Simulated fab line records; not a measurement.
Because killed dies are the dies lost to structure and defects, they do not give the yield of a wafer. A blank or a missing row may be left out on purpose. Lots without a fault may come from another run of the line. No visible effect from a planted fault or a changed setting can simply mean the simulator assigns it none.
Matching of chambers	flow gf180mcu	GF_MIM_CVD_05 on pecvd-03 has 3 sister chambers
The step deposits Si3N4, target thk 42 nm, time 29.086 s. 6 wafers are shown with their chamber, then 9 later ones without.

WAFERS, EACH WITH ITS CHAMBER
wafer	chamber	heater_power_w (W)
L690.6	1	536
L691.3	0	594
L691.6	0	589
L692.1	2	770
L692.4	1	549
L692.6	2	782

WAFERS WITHOUT THEIR CHAMBER
wafer	heater_power_w (W)
L696.1	655
L696.3	503
L696.5	501
L697.1	703
L697.3	647
L697.6	635
L702.1	728
L702.3	488
L702.5	476

CHAMBER TAKEN BY EACH
wafer	from the rows above	in truth
L696.1	0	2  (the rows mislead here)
L696.3	1	1
L696.5	1	1
L697.1	2	2
L697.3	0	0
L697.6	0	0
L702.1	2	2
L702.3	1	1
L702.5	1	1
Correct placement for 8 of the 9. Number that these rows cannot place: 0. 1 placed wrongly.
How it was worked out, from the rows above alone: a wafer's distance from a chamber is the root of the sum, over the readings, of the square of ((its reading less the chamber's mean) divided by the reading's scatter). The wafer belongs to the nearest chamber; if the next one is less than 2 further off, it can't be placed. For every chamber, the mean is computed from those of its wafers that are shown. The scatter is the square root of a quotient: the sum, over the shown wafers, of each reading's squared deviation from its chamber's mean, divided by wafers minus chambers.
